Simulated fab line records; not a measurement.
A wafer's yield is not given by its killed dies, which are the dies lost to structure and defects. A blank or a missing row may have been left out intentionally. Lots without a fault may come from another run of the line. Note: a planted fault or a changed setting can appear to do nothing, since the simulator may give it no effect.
The tool behind it: which one? -- flow gf180mcu -- Sampling: 12 lots, 36 wafers, 2 of 602 route steps

WHAT THE GAUGES READ, wafer by wafer
GF_V5_BOW_MEAS_05. Usual: V5_BOW gives 135 um (standard deviation 9.7).
lot,measured,on,V5_BOW (um),flag
L354,day 26 09:29,film metro-03,140 142 134,
L355,day 26 15:50,film metro-03,136 138 138,
L356,day 27 03:09,film metro-04,127 140 141,
L358,day 27 17:02,film metro-02,128 118 126,
L360,day 28 08:31,film metro-03,135 129 131,
L367,day 30 10:02,film metro-03,144 134 136,
L368,day 30 17:30,film metro-03,131 146 139,
L372,day 31 18:18,film metro-03,133 133 141,
L373,day 31 21:50,film metro-03,132 141 140,
L374,day 32 01:34,film metro-03,131 139 130,
L376,day 32 18:17,film metro-02,145 145 151,
L377,day 32 21:18,film metro-03,145 147 132,

WHICH TOOL RAN EACH LOT (tool, then ch and the chambers of the sampled wafers, then the start)
lot,GF_MIM_STRIP_20
L354,"plasma asher-01 ch 0,1, day 25 11:17"
L355,"plasma asher-01 ch 0,1, day 25 17:43"
L356,"plasma asher-04 ch 0,1, day 26 05:11"
L358,"plasma asher-01 ch 0,1, day 26 19:29"
L360,"plasma asher-03 ch 0, day 27 10:58"
L367,"plasma asher-03 ch 0,1, day 29 13:55"
L368,"plasma asher-03 ch 0,1, day 29 21:07"
L372,"plasma asher-01 ch 0,1, day 30 23:13"
L373,"plasma asher-03 ch 0,1, day 31 02:41"
L374,"plasma asher-04 ch 0,1, day 31 06:43"
L376,"plasma asher-01 ch 0,1, day 31 23:18"
L377,"plasma asher-03 ch 0,1, day 32 02:59"
- GF_MIM_STRIP_20: strips in O2/N2.

WHAT THE TOOLS THEMSELVES READ (means of the sampled wafers that have a number; where no wafer has one, the mark that the record gives instead)
GF_MIM_STRIP_20. Usual: drypump motor current A 5.7 A, standard deviation 0.51; heater power w 306 W, standard deviation 31; oes product au 0.692 a.u., standard deviation 0.0047; strip time to endpoint s 11.22 s, standard deviation 0.038.
lot,tool,drypump motor current A (A),heater power w (W),oes product au (a.u.),strip time to endpoint s (s),flag
L354,plasma asher-01,5.8,277,0.695,11.23,
L355,plasma asher-01,5.5,302,0.692,11.25,
L356,plasma asher-04,6.2,320,0.692,11.21,
L358,plasma asher-01,5.5,306,0.688,11.23,
L360,plasma asher-03,5.9,317,0.693,11.22,
L367,plasma asher-03,5.4,308,0.693,11.19,
L368,plasma asher-03,5.6,312,0.697,11.31,
L372,plasma asher-01,5.5,301,0.695,11.23,
L373,plasma asher-03,5.4,309,0.691,11.23,
L374,plasma asher-04,6.3,324,0.699,11.25,
L376,plasma asher-01,5.8,276,0.691,11.27,
L377,plasma asher-03,5.6,312,0.694,11.27,

THE ANSWER, worked out from the rows above alone
Rule: a lot counts as off when the mean over its wafers that have a number is more than 3 standard deviations away from the usual mean. Also off: a lot with no number at a reading for which 4 or more lots have one. All remaining lots with rows at the step are treated as sound. Order of review: gauges by route order, followed by the tools' own readings, for which a lot's mean as printed above is used. The first step at which some lot is off is used, and at that step the reading that is off furthest; a lot without a number counts as furthest.
No lot is off on any of the readings shown, so nothing can be concluded from this.

WHAT THE SIMULATOR HAD INSERTED
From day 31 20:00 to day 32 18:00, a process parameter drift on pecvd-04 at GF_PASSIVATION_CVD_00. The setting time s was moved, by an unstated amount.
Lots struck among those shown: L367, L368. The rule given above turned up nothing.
